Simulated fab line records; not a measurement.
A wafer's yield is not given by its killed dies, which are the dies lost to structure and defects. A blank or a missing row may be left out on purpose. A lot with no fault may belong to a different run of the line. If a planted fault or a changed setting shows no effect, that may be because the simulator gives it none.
A struck lot beside a sound one	flow sky130	29 out of 708 route steps
Sound: these wafers, L369.1, L369.3, L369.5. Wafers L375.1, L375.2, L375.3 were the ones struck. The cause is given at the end.
Each step with rows lists, per side, the tool, then ch with its chambers, then its first start. Under that, the readings that differ: sound wafers	struck wafers	difference of the means	sigmas: that difference in standard deviations of wafers without a fault.
alike: same words and numbers on both sides, and readings whose means sit less than 2 such deviations apart. not compared: any withheld reading, any reading some wafer has no value for, any bound like >300 that may hide the same value, and any number with overlapping values for which the record gives no deviation.
Wherever a step has rows on one side only, a row that says differs or no value, or a row with sigmas, the two part there. When numbers do not overlap yet have no deviation, they are printed without sigmas and do not part them. Lack of a reading on every wafer of one side parts them only where that side has two or more wafers.

SKY_PWDE_STRIP_09: strips in O2/N2.
  sound on plasmaAsher-02 ch 0,1, day 4 12:44; struck on plasmaAsher-02 ch 0,1, day 6 01:08
  alike: drypumpMotorCurrentA, n2FlowSccm, oesProductAu, stripTimeToEndpointS
  not compared: rfHoursCounterH
SKY_PWDE_TW_MEAS_10:
  sound on filmMetro-02 at day 4 12:50; struck on filmMetro-02 at day 6 01:14
  alike: PWDE_TW
then, 7 steps without rows for these wafers: SKY_NWELL_DEHYDRATE_03 (time 60 s); SKY_NWELL_HMDS_04 (prime time 60 s); SKY_NWELL_COAT_05 (resist thk 3000 nm); SKY_NWELL_SOFTBAKE_06; SKY_NWELL_EXPOSE_07 (exposes mask NWM, target cd 840 nm); SKY_NWELL_PEB_08; SKY_NWELL_DEVELOP_09 (develop time 60 s).
SKY_NWELL_OVL_MEAS_10:
  sound on overlay-01 at day 5 06:05; struck on overlay-01 at day 6 19:55
reading	sound	struck	difference	sigmas
NWELL_00_OVL (nm)	-1.4 -2.4 -2.7	2.5 -0.3 1.3	+3.3	+2
then, 2 steps without rows for these wafers: SKY_NWELL_IMPLANT_11; SKY_NWELL_IMPLANT_12.
SKY_NWELL_IMPLANT_13:
  sound on implanter-01 ch 0, day 5 06:25; struck on implanter-02, day 6 20:15
  no value came back on the struck wafers for beamEnergyKeV, beamOnS (s); on the sound wafers beamEnergyKeV reads 50.023 50.028 50.002
SKY_NWELL_STRIP_14: strips in O2/N2.
  sound on plasmaAsher-01 ch 0,1, day 5 06:34; struck on plasmaAsher-02 ch 0,1, day 6 20:24
  alike: drypumpMotorCurrentA, n2FlowSccm, oesProductAu, stripTimeToEndpointS
  not compared: rfHoursCounterH
SKY_NWELL_TW_MEAS_15:
  sound on filmMetro-02 at day 5 06:40; struck on filmMetro-04 at day 6 20:30
  alike: NWELL_TW
then, 7 steps without rows for these wafers: SKY_NWELL_DEHYDRATE_16 (time 60 s); SKY_NWELL_HMDS_17 (prime time 60 s); SKY_NWELL_COAT_18 (resist thk 3000 nm); SKY_NWELL_SOFTBAKE_19; SKY_NWELL_EXPOSE_20 (exposes mask NWM COMPLEMENT, target cd 840 nm); SKY_NWELL_PEB_21; SKY_NWELL_DEVELOP_22 (develop time 60 s).
SKY_NWELL_OVL_MEAS_23:
  sound on overlay-02 at day 6 00:40; struck on overlay-02 at day 7 15:07
  alike: NWELL_01_OVL
next, for these wafers, 1 step has no rows: SKY_NWELL_IMPLANT_24.
SKY_NWELL_STRIP_25: strips in O2/N2.
  sound on plasmaAsher-01 ch 0, day 6 00:51; struck on plasmaAsher-01 ch 0,1, day 7 15:18
  alike: drypumpMotorCurrentA, n2FlowSccm, oesProductAu, stripTimeToEndpointS
  not compared: rfHoursCounterH
SKY_NWELL_TW_MEAS_26:
  sound on filmMetro-02 at day 6 00:57; struck on filmMetro-02 at day 7 15:24
  alike: NWELL_2_TW
then, 1 step without rows for these wafers: SKY_NWELL_CLEAN_27 (cleans in SC1/SC2, time 150 s).
SKY_NWELL_RTA_28: time 30 s.
  sound on rtpAnneal-01 ch 0, day 6 01:04; struck on rtpAnneal-02 ch 0, day 7 15:31
  alike: annealTempCMax, lampPowerPct, wafer_temp_C_max
SKY_NWELL_RS_MEAS_29: a four-point-probe measurement.
  sound on filmMetro-03 at day 6 01:10; struck on filmMetro-04 at day 7 15:37
reading	sound	struck	difference	sigmas
NWELL_RS (ohm/sq)	624.9 624.7 623.2	647.5 647.8 648.2	+23.6	+13

## WHERE THEY PART
At SKY_NWELL_OVL_MEAS_10 first; at SKY_NWELL_RS_MEAS_29 last (within this record only).

WHY: what had been put in by the simulator
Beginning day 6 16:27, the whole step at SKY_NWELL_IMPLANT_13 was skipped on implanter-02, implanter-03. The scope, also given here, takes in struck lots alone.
